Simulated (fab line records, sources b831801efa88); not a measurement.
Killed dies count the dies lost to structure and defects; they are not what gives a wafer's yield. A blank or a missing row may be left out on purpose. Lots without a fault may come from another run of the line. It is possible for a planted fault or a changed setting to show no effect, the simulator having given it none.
fab line records	flow sky130
record lots=6	wafers=18	last-day=50
route steps=708 shown LI_CONTACT@364 PAD_OPEN@708
lots that met no fault: taken from a fault-free run of the same line
start-h: the number of hours between the record's first day and the start of the first shown wafer of the lot	wait-h: how many hours have passed since the lot's step before this one	" same as the row above	L1.1+2: a single row standing in for several wafers	- value missing, or start not given	* or withheld: withheld	< > ~ a bound
route shown NAME@n: NAME is a module with steps in the file, n the number in the route of the first one	usual: mean/standard deviation taken from wafers without a fault	same: alike in all rows	chamber/n: place in a boat	sites: the reading at each site	_std_site: their standard deviation	_edge_site: mean of outer sites minus mean of inner sites	radius-mm: how far each site lies from the wafer's centre	mask NAME#n: copy n	behind: the most recent tool/chamber to have shaped the wafer	hold: the reason the lot was held/the length of the hold in hours/how it ended	device: whichever transistor did not switch (one of n, p or np)	end of line: the same wafers' tests at the end of the route	a step with no rows: only its recipe	killed: dies that structure and defects cost at the first sort, which is not the same as the wafer's yield	map: shows each die of a wafer: x if killed, . if not, _ if none is there
set.NAME: the setting as run; set.NAME@STEP: as run at that earlier step	model.NAME: the simulator's own value behind a step, which no gauge read
lots at selected steps of the route; one table per step, one row per wafer
services: when a tool's chamber went out of use (start-h, in hours from the record's first day, below 0 if earlier), for how many hours, and the reason
## steps
# step SKY_LI_CONTACT_CMP_02
# recipe material=PSG	down-force-psi=4	platen-rpm=60	pad-velocity-m-s=0.94248
# usual motor-current-A=11.2/1	platen-rpm=60.00/0.041	retaining-ring-pressure-frac=1.000/0.005	slurry-filter-dp-kPa=13.50/0.13	time-to-endpoint-s=32.5/2.6
lot.wafer	tool	chamber	start-h	wait-h	motor-current-A	platen-rpm	retaining-ring-pressure-frac	slurry-filter-dp-kPa	time-to-endpoint-s
L511.1	cmp-01	2	648.56	0.1	11.1	59.98	1.004	13.31	34.2
L511.3	"	3	"	"	9.3	60.01	0.996	13.58	31.5
L511.6	"	2	"	"	10.7	60.01	1.003	13.67	32.8
L522.1	cmp-01	0	753.00	0.1	10.5	60.02	1.002	13.38	33.7
L522.2	"	1	"	"	11.8	60.02	1.006	13.64	30.0
L522.5	"	1	"	"	12.6	60.04	1.010	13.49	31.5
L523.4	cmp-02	0	759.63	0.0	10.5	60.04	1.001	13.56	32.8
L523.3	"	2	"	"	12.2	60.05	0.996	13.54	30.4
L523.6	"	0	"	"	11.2	59.96	1.008	13.59	29.8
L525.3	cmp-01	2	794.58	0.1	11.0	59.92	0.994	13.58	34.9
L525.2	"	0	"	"	10.3	60.02	1.004	13.51	34.6
L525.6	"	2	"	"	10.9	60.02	0.996	13.51	36.1
L533.4	cmp-01	3	828.25	0.1	9.7	59.96	0.993	13.51	30.8
L533.6	"	2	"	"	11.0	59.97	0.992	13.62	30.1
L533.5	"	3	"	"	9.5	60.04	1.000	13.45	31.6
L534.1	cmp-02	1	830.20	0.1	12.3	59.99	1.000	13.59	29.4
L534.3	"	2	"	"	12.0	59.95	0.999	13.64	34.0
L534.6	"	3	"	"	10.2	59.99	0.998	13.53	36.6
# step SKY_LI_CONTACT_BOW_MEAS_03
# recipe mode=bow
# usual LI_CONTACT_BOW=57/7.2
lot.wafer	tool	chamber	start-h	wait-h	LI_CONTACT_BOW[um]
L511.1	film-metro-01	-	648.81	0.2	56
L511.3	"	-	"	"	50
L511.6	"	-	"	"	44
L522.1	film-metro-02	-	753.30	0.2	57
L522.2	"	-	"	"	62
L522.5	"	-	"	"	55
L523.3	film-metro-03	-	759.97	0.2	76
L523.4	"	-	"	"	63
L523.6	"	-	"	"	62
L525.2	film-metro-03	-	794.85	0.1	71
L525.3	"	-	"	"	53
L525.6	"	-	"	"	62
L533.4	film-metro-01	-	828.56	0.3	64
L533.5	"	-	"	"	53
L533.6	"	-	"	"	48
L534.1	film-metro-01	-	830.40	0.1	61
L534.3	"	-	"	"	63
L534.6	"	-	"	"	60
# step SKY_LI_CONTACT_DEHYDRATE_04
# recipe temp-c=200	time-s=60
# step SKY_LI_CONTACT_HMDS_05
# recipe prime-time-s=60	prime-temp-c=120
# step SKY_LI_CONTACT_COAT_06
# recipe resist=BARC	temp-c=withheld	time-s=withheld	spin-rpm=3000	resist-thk-nm=60
# step SKY_LI_CONTACT_COAT_07
# recipe resist=KrF-thick	spin-rpm=3000	resist-thk-nm=450
# step SKY_LI_CONTACT_SOFTBAKE_08
# recipe temp-c=100	time-s=90	resist=KrF-thick
# step SKY_LI_CONTACT_EXPOSE_09
# recipe mask-id=LICM1	na=0.8	source-shape=annular	sigma-inner=0.55	sigma-outer=0.85	target-cd-nm=170	dose-mj=38.76
# step SKY_LI_CONTACT_PEB_10
# recipe peb-temp-c=withheld	peb-time-s=withheld	resist=KrF-thick
# step SKY_LI_CONTACT_DEVELOP_11
# recipe develop-time-s=60	resist=KrF-thick	dev-temp-c=21
# step SKY_LI_CONTACT_CD_MEAS_12
# recipe target-cd-nm=170
# usual cd-nm=169.9/1.5
lot.wafer	tool	chamber	start-h	wait-h	cd-nm
L511.1	cd-sem-01	-	676.77	-	170.4
L511.3	"	-	"	"	170.6
L511.6	"	-	"	"	170.3
L522.1	cd-sem-01	-	780.54	-	169.1
L522.2	"	-	"	"	169.8
L522.5	"	-	"	"	169.8
L523.3	cd-sem-01	-	786.91	-	170.5
L523.4	"	-	"	"	170.9
L523.6	"	-	"	"	170.4
L525.2	cd-sem-01	-	821.61	-	167.3
L525.3	"	-	"	"	167.5
L525.6	"	-	"	"	168.1
L533.4	cd-sem-01	-	853.73	-	168.5
L533.5	"	-	"	"	170.1
L533.6	"	-	"	"	168.3
L534.1	cd-sem-01	-	855.97	-	169.8
L534.3	"	-	"	"	169.0
L534.6	"	-	"	"	169.8
# step SKY_LI_CONTACT_OVL_MEAS_13
# usual LI_CONTACT_OVL=0/4.9
lot.wafer	tool	chamber	start-h	wait-h	LI_CONTACT_OVL[nm]
L511.1	overlay-01	-	676.89	0.1	-1
L511.3	"	-	"	"	-4
L511.6	"	-	"	"	1
L522.1	overlay-01	-	780.66	0.1	-4
L522.2	"	-	"	"	0
L522.5	"	-	"	"	-4
L523.3	overlay-01	-	787.01	0.1	-6
L523.4	"	-	"	"	-3
L523.6	"	-	"	"	-8
L525.2	overlay-01	-	821.72	0.1	2
L525.3	"	-	"	"	2
L525.6	"	-	"	"	5
L533.4	overlay-01	-	853.81	0.1	-2
L533.5	"	-	"	"	2
L533.6	"	-	"	"	0
L534.1	overlay-02	-	856.09	0.1	1
L534.3	"	-	"	"	0
L534.6	"	-	"	"	-1
# step SKY_LI_CONTACT_ETCH_14
# recipe chemistry=N2/H2	target=BARC	ion-energy-ev=200	source-w=500	bias-w=100	pressure-mtorr=30	n2-flow-sccm=100	h2-flow-sccm=200	stop-on=SiO2	time-s=45.9	target-depth-a=600
# usual bias-w=100.0/0.32	drypump-motor-current-A=5.7/0.41	oes-product-au=0.854/0.0042	rf-fwd-power-W=494.4/2.5	throttle-valve-pct=13.224/0.0098
# same time-s=45.9
lot.wafer	tool	chamber	start-h	wait-h	bias-w	drypump-motor-current-A	oes-product-au	rf-fwd-power-W	rf-hours-counter-h	throttle-valve-pct	model.KrF-thick_of_LI_CONTACT_COAT_07.thk-nm
L511.1	rie-diel-02	3	676.93	0.0	100.6	6.0	0.843	490.0	8	13.232	392.1
L511.3	"	0	"	"	100.6	5.9	0.855	496.5	2	13.236	392.8
L511.6	"	0	"	"	99.7	5.9	0.854	494.7	-	13.237	393.6
L522.1	rie-diel-02	1	780.70	0.0	79.9	5.4	0.859	495.0	11	13.239	394.6
L522.2	"	2	"	"	79.3	6.3	0.852	492.8	6	13.243	393.9
L522.5	"	2	"	"	79.5	6.3	0.849	496.6	-	13.219	393.6
L523.3	rie-diel-02	1	787.03	0.0	79.2	5.4	0.862	494.0	11	13.224	395.6
L523.4	"	1	"	"	79.6	5.4	0.851	493.1	-	13.241	394.5
L523.6	"	2	"	"	79.4	6.2	0.853	493.4	-	13.208	393.9
L525.2	rie-diel-04	1	821.75	0.0	100.0	5.7	0.859	499.0	12	13.209	392.8
L525.3	"	3	"	"	100.4	5.0	0.858	492.6	10	13.222	392.5
L525.6	"	2	"	"	100.0	5.3	0.855	493.2	-	13.225	393.7
L533.4	rie-diel-02	3	853.85	0.0	99.9	6.0	0.853	491.9	-	13.218	389.4
L533.5	"	0	"	"	100.6	5.9	0.855	495.8	-	13.237	392.2
L533.6	"	2	"	"	99.5	6.3	0.856	497.2	-	13.226	391.4
L534.1	rie-diel-04	0	856.13	0.0	99.6	5.0	0.850	498.4	19	13.218	390.1
L534.3	"	1	"	"	100.1	5.7	0.854	496.7	13	13.213	389.8
L534.6	"	3	"	"	100.1	5.0	0.856	491.7	-	13.241	392.8
# step SKY_LI_CONTACT_ETCH_15
# recipe target=PSG	chemistry=C4F8/O2/Ar	stop-on=Si	taper-deg=4.15	mask-material=KrF-thick	source-w=1500	bias-w=1200	pressure-mtorr=40	c4f8-flow-sccm=withheld	O2_flow_sccm=6	Ar_flow_sccm=300	time-s=withheld	target-depth-a=6000
# usual bias-w=1199/3.9	oes-product-au=0.837/0.0045	rf-fwd-power-W=1491/4.8
lot.wafer	tool	chamber	start-h	wait-h	bias-w	oes-product-au	rf-fwd-power-W
L511.1	rie-diel-02	3	676.97	0.0	1197	0.841	1502
L511.3	"	0	"	"	1199	0.842	1490
L511.6	"	0	"	"	1204	0.834	1493
L522.1	rie-diel-02	1	780.74	0.0	1201	0.837	1492
L522.2	"	2	"	"	1193	0.828	1497
L522.5	"	2	"	"	1197	0.843	1498
L523.3	rie-diel-02	1	787.07	0.0	1198	0.834	1494
L523.4	"	1	"	"	1200	0.830	1490
L523.6	"	2	"	"	1204	0.840	1494
L525.2	rie-diel-04	1	821.79	0.0	1199	0.836	1485
L525.3	"	3	"	"	1196	0.822	1486
L525.6	"	2	"	"	1196	0.832	1494
L533.4	rie-diel-02	3	853.92	0.0	1193	0.838	1483
L533.5	"	0	"	"	1200	0.841	1498
L533.6	"	2	"	"	1202	0.838	1492
L534.1	rie-diel-04	0	856.17	0.0	1201	0.831	1494
L534.3	"	1	"	"	1206	0.837	1498
L534.6	"	3	"	"	1205	0.839	1494
# step SKY_PAD_OPEN_PROBE_99
# usual killed_at_M0_to_M3=43/7.7	killed_at_M4_up=3.4/1.9	killed-at-contacts=25/5.6	killed-at-front-end=14/4.3	killed-at-other=0.2/0.5	killed-dies=86/10	killed-open=47/7.2	killed-short=39/6.7
# same gross-dies=492	killed-at-back-side=0
lot.wafer	tool	chamber	start-h	wait-h	killed_at_M0_to_M3	killed_at_M4_up	killed-at-contacts	killed-at-front-end	killed-at-other	killed-dies	killed-open	killed-short
L522.1	prober-01	-	1153.21	0.1	34	6	27	9	0	76	43	33
L522.2	prober-01	-	1153.26	0.1	54	7	12	11	0	84	47	37
L522.5	prober-01	-	1153.41	0.2	37	3	22	11	0	73	40	33
L533.4	prober-02	-	1200.56	0.2	49	4	23	12	0	88	47	41
L533.5	prober-02	-	1200.61	0.2	47	6	17	19	0	89	46	43
L533.6	prober-02	-	1200.66	0.2	44	4	16	11	0	75	43	32
# killed by level:class
L522.1 VIA1:geometric-particle:open=12 LI_CONTACT:geometric-particle:open=11 CONTACT:geometric-particle:open=6 LOCAL_INTERCONNECT:geometric-particle:short=5 VIA2:geometric-particle:open=5 METAL4:geometric-particle:short=5 CONTACT:geometric-particle:short=4 VIA1:geometric-particle:short=4
L522.2 VIA2:geometric-particle:open=12 VIA1:geometric-particle:open=9 METAL1:geometric-particle:short=8 VIA3:geometric-particle:open=8 METAL4:geometric-particle:short=5 CONTACT:geometric-particle:open=4 VIA2:geometric-particle:short=4 VIA3:geometric-particle:short=4
L522.5 VIA1:geometric-particle:open=9 CONTACT:geometric-particle:open=8 LI_CONTACT:geometric-particle:open=7 VIA1:geometric-particle:short=5 METAL2:geometric-particle:short=5 VIA2:geometric-particle:open=5 POLY_GATE:geometric-particle:short=4 METAL1:geometric-particle:short=4
L533.4 CONTACT:geometric-particle:open=10 VIA1:geometric-particle:open=9 METAL1:geometric-particle:short=8 METAL2:geometric-particle:short=7 VIA3:geometric-particle:open=7 VIA2:geometric-particle:open=6 CONTACT:geometric-particle:short=5 SPACER:geometric-particle:open=4
L533.5 METAL2:geometric-particle:short=12 VIA1:geometric-particle:open=9 METAL1:geometric-particle:short=8 VIA3:geometric-particle:open=7 CONTACT:geometric-particle:open=6 FIELD_ISO:geometric-particle:open=5 FIELD_ISO:geometric-particle:short=4 POLY_GATE:geometric-particle:open=4
L533.6 VIA2:geometric-particle:open=11 FIELD_ISO:geometric-particle:open=5 CONTACT:geometric-particle:open=5 VIA1:geometric-particle:open=5 METAL2:geometric-particle:short=5 METAL3:geometric-particle:short=5 LI_CONTACT:geometric-particle:open=4 VIA3:geometric-particle:open=4
## services
tool	chamber	start-h	hours	kind
cmp-02	-	627.07	1.7	repair
rie-diel-02	1	636.88	1.5	repair
cmp-02	-	640.39	2.5	repair
rie-diel-02	-	665.87	2.8	pm
cmp-01	-	672.11	12.8	repair
cmp-02	-	675.92	3.5	repair
rie-diel-02	0	690.19	9.3	repair
rie-diel-02	2	695.12	6.3	repair
rie-diel-02	1	706.11	7.7	repair
rie-diel-04	-	723.35	0.5	repair
rie-diel-02	1	743.77	8.0	repair
cmp-02	-	744.26	4.0	pm
cmp-02	-	763.98	7.1	repair
cmp-02	-	771.37	1.0	repair
rie-diel-02	-	776.58	2.3	repair
cmp-02	-	776.88	11.8	repair
rie-diel-02	3	779.52	8.4	repair
cmp-02	-	783.87	12.0	repair
cmp-01	-	796.02	7.4	pm
cmp-02	-	812.85	1.7	repair
cmp-02	-	814.53	3.2	pm
rie-diel-02	1	824.95	49.5	repair
cmp-01	-	832.54	1.8	repair
cmp-01	-	837.20	4.2	pm
## key
first-sign step=SKY_LI_CONTACT_ETCH_14	reading=bias-w	direction=down	sigmas=64	usual=100.0	struck=79.5
effect none on later readings
model-effect step=SKY_LI_CONTACT_ETCH_14	value=KrF-thick_of_LI_CONTACT_COAT_07.thk-nm	without=391.5	struck=394.3
met-at SKY_LI_CONTACT_ETCH_14
struck-wafers L522.1,L522.2,L522.5,L523.3,L523.4,L523.6
tester-left-out L522,L523
onset-between 676.93 780.70
fault kind=process-parameter-drift	tool=rie-diel-02	chamber=-	onset-h=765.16	steps=SKY_LI_CONTACT_ETCH_14	channel=bias-w	offset=-20.584	shape=step	end-h=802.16	acts-in=these-recipes-only	stated=100
# tester-left-out: of these lots the tester's yield and bins aren't shown, on N5 and GAA mostly nor the transistor test; their killed dies are dies lost to structure and defects alone, not to doping, threshold or leakage, so they don't give the yield
